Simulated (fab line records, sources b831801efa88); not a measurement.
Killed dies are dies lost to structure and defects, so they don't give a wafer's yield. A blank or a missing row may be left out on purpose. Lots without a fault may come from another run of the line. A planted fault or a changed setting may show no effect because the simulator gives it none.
Which tool did it? | flow gf180mcu | 7 lots, 21 wafers sampled, at 1 step of a route of 602

WHAT THE GAUGES READ, wafer by wafer
GF_VT_IMPLANT_TW_MEAS_21.
lot  | measured     | on            | VT_IMPLANT_2_TW
L903 | day 6 12:58  | film_metro-01 | 1224 1224 1224
L906 | day 7 06:20  | film_metro-03 | 1212 1217 1214
L908 | day 7 22:11  | film_metro-02 | 1211 1217 1212
L915 | day 9 18:14  | film_metro-01 | 1221 1218 1216
L918 | day 10 12:41 | film_metro-02 | 1206 1205 1205
L923 | day 11 22:47 | film_metro-02 | 1201 1202 1203
L925 | day 12 09:10 | film_metro-01 | 1222 1214 1216

WHICH TOOL RAN EACH LOT (tool, then ch and the chambers of the sampled wafers, then the start)
The record holds no process step before these readings.

THE ANSWER, worked out from the rows above alone
Rule: what is usual is taken from the lots themselves. Put in order of their means at a reading, lots are off if they are a third of the lots or fewer, leave a main group of 4 or more, and stand apart from it by a gap of 3 or more times the standard deviation of the main group's means; of several such gaps the widest counts. A main group whose means are all the same, to the digits that the tables above print for the reading, isn't used. A lot without any number at a reading at which 4 lots or more have one is off too. The other lots that the step has rows for count as sound.
No lot is off at any reading shown: from this, nothing can be told.

WHAT THE SIMULATOR HAD PUT IN
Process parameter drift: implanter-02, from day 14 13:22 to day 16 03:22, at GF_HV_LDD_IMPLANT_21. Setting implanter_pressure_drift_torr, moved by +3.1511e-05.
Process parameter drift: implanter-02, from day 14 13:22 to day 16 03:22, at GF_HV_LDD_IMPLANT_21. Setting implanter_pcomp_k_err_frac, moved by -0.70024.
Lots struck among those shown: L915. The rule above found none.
